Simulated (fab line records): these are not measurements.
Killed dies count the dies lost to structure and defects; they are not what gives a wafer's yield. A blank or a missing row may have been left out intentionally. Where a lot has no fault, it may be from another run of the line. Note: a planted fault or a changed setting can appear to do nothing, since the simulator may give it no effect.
Matching of chambers + flow sfq line + 4 sister chambers for SFQ_TRILAYER_I1_CMP_CMP_046 on cmp-01
The step polishes SiO2. 8 wafers are shown with their chamber, then 9 later ones without.

WAFERS WITH THEIR CHAMBER
| wafer  | chamber | motor current A (A) | time to endpoint s (s) |
|--------|---------|---------------------|------------------------|
| L964.2 | 3       | 10.2                | 204                    |
| L964.3 | 0       | 9.4                 | 209                    |
| L965.2 | 3       | 10.0                | 206                    |
| L965.5 | 0       | 8.9                 | 215                    |
| L966.6 | 1       | 11.7                | 213                    |
| L967.1 | 2       | 10.1                | 210                    |
| L967.4 | 1       | 11.1                | 216                    |
| L967.6 | 2       | 9.9                 | 211                    |

WAFERS WITH NO CHAMBER GIVEN
| wafer  | motor current A (A) | time to endpoint s (s) |
|--------|---------------------|------------------------|
| L976.2 | 9.1                 | 207                    |
| L976.5 | 10.2                | 208                    |
| L976.6 | 10.0                | 221                    |
| L978.4 | 10.0                | 211                    |
| L978.2 | 11.6                | 211                    |
| L978.6 | 10.4                | 218                    |
| L979.4 | 10.0                | 209                    |
| L979.3 | 8.9                 | 211                    |
| L979.5 | 10.3                | 206                    |

EACH ONE'S CHAMBER
| wafer  | from the rows above          | in truth                   |
|--------|------------------------------|----------------------------|
| L976.2 | can't be placed: 0 or 2 or 3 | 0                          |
| L976.5 | can't be placed: 2 or 3      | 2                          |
| L976.6 | can't be placed: 2 or 0 or 1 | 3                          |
| L978.4 | 2                            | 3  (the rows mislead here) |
| L978.2 | 1                            | 1                          |
| L978.6 | can't be placed: 2 or 1 or 0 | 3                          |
| L979.4 | can't be placed: 2 or 3      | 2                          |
| L979.3 | 0                            | 0                          |
| L979.5 | can't be placed: 3 or 2      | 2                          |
Correct placement for 2 of the 9. Unplaceable from these rows: 6, with the true chamber sitting among the candidates in 4. Number placed wrongly: 1.
How it was worked out, from the rows above alone: a wafer's distance from a chamber is the root of the sum, over the readings, of the square of ((its reading less the chamber's mean) divided by the reading's scatter). If the next closest chamber is less than 2 further off than the closest, the wafer can't be placed; otherwise it belongs to the closest. The mean given for a chamber averages the wafers shown for that chamber. The scatter: the root of (the sum of the squares of (reading less its chamber's mean) over the shown wafers, divided by (wafers less chambers)).
